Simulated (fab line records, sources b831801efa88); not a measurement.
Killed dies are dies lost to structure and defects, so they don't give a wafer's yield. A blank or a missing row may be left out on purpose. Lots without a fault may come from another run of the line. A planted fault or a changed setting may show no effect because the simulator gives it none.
Which tool did it? | flow sky130 | 6 lots, 18 wafers sampled, at 2 steps of a route of 708

WHAT THE GAUGES READ, wafer by wafer
SKY_VT_ADJUST_NCORE_OVL_MEAS_08.
lot  | measured     | on         | VT_ADJUST_NCORE_OVL (nm)
L674 | day 8 15:49  | overlay-01 | -2.0 -1.3 -3.8
L681 | day 11 01:02 | overlay-01 | -2.6 0.1 -2.0
L685 | day 12 06:02 | overlay-02 | -1.8 -0.4 -1.9
L690 | day 13 18:14 | overlay-02 | -2.7 -3.4 -2.6
L693 | day 14 16:44 | overlay-02 | -1.1 -1.8 -0.8
L695 | day 14 23:23 | overlay-02 | 0.6 0.1 0.0

WHICH TOOL RAN EACH LOT (tool, then ch and the chambers of the sampled wafers, then the start)
lot  | SKY_NWELL_STRIP_14
L674 | plasma_asher-03 ch 0,1, day 4 17:38
L681 | plasma_asher-01 ch 0,1, day 6 14:01
L685 | plasma_asher-04 ch 0,1, day 7 13:10
L690 | plasma_asher-03 ch 0,1, day 8 20:52
L693 | plasma_asher-03 ch 0,1, day 9 14:59
L695 | plasma_asher-03 ch 0,1, day 9 21:49
- SKY_NWELL_STRIP_14: strips in O2/N2.

THE ANSWER, worked out from the rows above alone
Rule: what is usual is taken from the lots themselves. Put in order of their means at a reading, lots are off if they are a third of the lots or fewer, leave a main group of 4 or more, and stand apart from it by a gap of 3 or more times the standard deviation of the main group's means; of several such gaps the widest counts. A main group whose means are all the same, to the digits that the tables above print for the reading, isn't used. A lot without any number at a reading at which 4 lots or more have one is off too. The other lots that the step has rows for count as sound.
No lot is off at any reading shown: from this, nothing can be told.

WHAT THE SIMULATOR HAD PUT IN
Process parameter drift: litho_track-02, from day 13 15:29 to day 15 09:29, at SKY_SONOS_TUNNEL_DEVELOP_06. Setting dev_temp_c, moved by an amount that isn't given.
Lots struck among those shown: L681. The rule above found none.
